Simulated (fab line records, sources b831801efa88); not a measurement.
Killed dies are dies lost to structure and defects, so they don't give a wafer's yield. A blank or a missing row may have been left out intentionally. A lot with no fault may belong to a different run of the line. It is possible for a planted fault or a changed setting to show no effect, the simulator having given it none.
A struck lot beside a sound one -- flow gf180mcu -- 44 steps out of a route of 602
Sound: the wafers L958.1, L958.3, L958.5. Wafers struck: L964.3, L964.4, L964.5. The cause is given at the end.
Each step with rows lists, per side, the tool, then ch with its chambers, then its first start. Under that, the readings that differ: sound wafers -- struck wafers -- difference of the means -- sigmas: that difference in standard deviations of wafers without a fault.
alike: readings with means less than 2 such deviations apart, plus words and numbers identical on both sides. not compared: withheld readings, readings lacking a value on some wafer, bounds such as >300 that could conceal the same value, and numbers that have no deviation in the record and whose values overlap.
A row with sigmas, a row that says differs or no value, or rows on one side alone: a step with any of these is where the two part. When numbers do not overlap yet have no deviation, they are printed without sigmas and do not part them. A reading missing from all wafers of one side parts the sides only when that side holds two or more wafers.

first, 1 step without rows for these wafers: GF_DNWELL_IMPLANT_07.
GF_DNWELL_STRIP_08: strips in O2/N2.
  sound on plasma-asher-03 ch 0,1, day 3 04:29; struck on plasma-asher-03 ch 0,1, day 4 17:50
  alike: drypump-motor-current-A, heater-power-w, oes-product-au, strip-time-to-endpoint-s
  not compared: rf-hours-counter-h
GF_DNWELL_TW_MEAS_09:
  sound on film-metro-02, day 3 04:35; struck on film-metro-03, day 4 17:55
  alike: DNWELL_TW
then, 7 steps without rows for these wafers: GF_NWELL_DEHYDRATE_00 (time 60 s); GF_NWELL_HMDS_01 (prime time 60 s); GF_NWELL_COAT_02 (resist thk 3000 nm); GF_NWELL_SOFTBAKE_03; GF_NWELL_EXPOSE_04 (exposes mask Nwell, target cd 860 nm); GF_NWELL_PEB_05; GF_NWELL_DEVELOP_06 (develop time 60 s).
GF_NWELL_OVL_MEAS_07:
  sound on overlay-01, day 3 17:57; struck on overlay-02, day 5 06:47
  alike: NWELL_OVL
next, for these wafers, 1 step has no rows: GF_NWELL_IMPLANT_08.
GF_NWELL_IMPLANT_09:
  sound on implanter-04 ch 0, day 3 18:08; struck on implanter-02 ch 0, day 5 07:01
reading,sound,struck,difference,sigmas
dose-ions-cm2,3.996e+12 4.001e+12 3.991e+12,3.621e+12 3.62e+12 3.618e+12,-3.763e+11,-92
faraday-current-uA,22.2 23.1 22.7,20.3 20.4 20.9,-2.1,-5
  alike: end-station-pressure-torr, tilt-deg
GF_NWELL_STRIP_10: strips in O2/N2.
  sound on plasma-asher-03 ch 0,1, day 3 18:17; struck on plasma-asher-04 ch 0,1, day 5 07:09
  alike: drypump-motor-current-A, heater-power-w, oes-product-au, strip-time-to-endpoint-s
  not compared: rf-hours-counter-h
GF_NWELL_TW_MEAS_11:
  sound on film-metro-01, day 3 18:23; struck on film-metro-04, day 5 07:14
  alike: NWELL_TW
then, 7 steps without rows for these wafers: GF_LVPWELL_DEHYDRATE_00 (time 60 s); GF_LVPWELL_HMDS_01 (prime time 60 s); GF_LVPWELL_COAT_02 (resist thk 3000 nm); GF_LVPWELL_SOFTBAKE_03; GF_LVPWELL_EXPOSE_04 (exposes mask LVPWELL, target cd 600 nm); GF_LVPWELL_PEB_05; GF_LVPWELL_DEVELOP_06 (develop time 60 s).
GF_LVPWELL_OVL_MEAS_07:
  sound on overlay-01, day 4 06:42; struck on overlay-02, day 5 21:43
  alike: LVPWELL_OVL
then, 2 steps without rows for these wafers: GF_LVPWELL_IMPLANT_08; GF_LVPWELL_IMPLANT_09.
GF_LVPWELL_STRIP_10: strips in O2/N2.
  sound on plasma-asher-01 ch 0,1, day 4 07:02; struck on plasma-asher-04 ch 0,1, day 5 22:04
reading,sound,struck,difference,sigmas
heater-power-w (W),359 305 368,282 296 284,-57,-2
  alike: drypump-motor-current-A, oes-product-au, strip-time-to-endpoint-s
  not compared: rf-hours-counter-h
GF_LVPWELL_TW_MEAS_11:
  sound on film-metro-03, day 4 07:08; struck on film-metro-03, day 5 22:09
  alike: LVPWELL_TW
then, 7 steps without rows for these wafers: GF_MVSD_DEHYDRATE_00 (time 60 s); GF_MVSD_HMDS_01 (prime time 60 s); GF_MVSD_COAT_02 (resist thk 3000 nm); GF_MVSD_SOFTBAKE_03; GF_MVSD_EXPOSE_04 (exposes mask MVSD, target cd 1000 nm); GF_MVSD_PEB_05; GF_MVSD_DEVELOP_06 (develop time 60 s).
GF_MVSD_OVL_MEAS_07:
  sound on overlay-02, day 4 19:17; struck on overlay-02, day 6 12:52
  alike: MVSD_OVL
then, 2 steps without rows for these wafers: GF_MVSD_IMPLANT_08; GF_MVSD_IMPLANT_09.
GF_MVSD_STRIP_10: strips in O2/N2.
  sound on plasma-asher-01 ch 0,1, day 4 19:37; struck on plasma-asher-03 ch 0,1, day 6 13:13
  alike: drypump-motor-current-A, heater-power-w, oes-product-au, strip-time-to-endpoint-s
  not compared: rf-hours-counter-h
GF_MVSD_TW_MEAS_11:
  sound on film-metro-01, day 4 19:43; struck on film-metro-01, day 6 13:18
  alike: MVSD_TW
then, 3 steps without rows for these wafers: GF_MVPSD_DEHYDRATE_00 (time 60 s); GF_MVPSD_HMDS_01 (prime time 60 s); GF_MVPSD_COAT_02 (resist thk 3000 nm).
-- the record jumps here: 3 days lie between the struck wafers' starts before and after --
GF_VT_IMPLANT_RS_MEAS_47: measures by four-point-probe.
  sound on film-metro-04, day 7 23:55; struck on film-metro-03, day 10 00:03
reading,sound,struck,difference,sigmas
NWELL_RS (ohm/sq),487.4 488.1 487.3,496.7 494.5 495.5,+8.0,+6
next, for these wafers, 1 step has no rows: GF_PASSIVATION_PROBE_99.

== WHERE THEY PART ==
Last at GF_VT_IMPLANT_RS_MEAS_47 as far as this record goes, first at GF_NWELL_IMPLANT_09.

WHY: what the simulator had put in
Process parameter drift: implanter-02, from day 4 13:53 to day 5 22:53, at GF_NWELL_IMPLANT_09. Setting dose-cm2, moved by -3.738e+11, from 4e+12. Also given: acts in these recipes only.
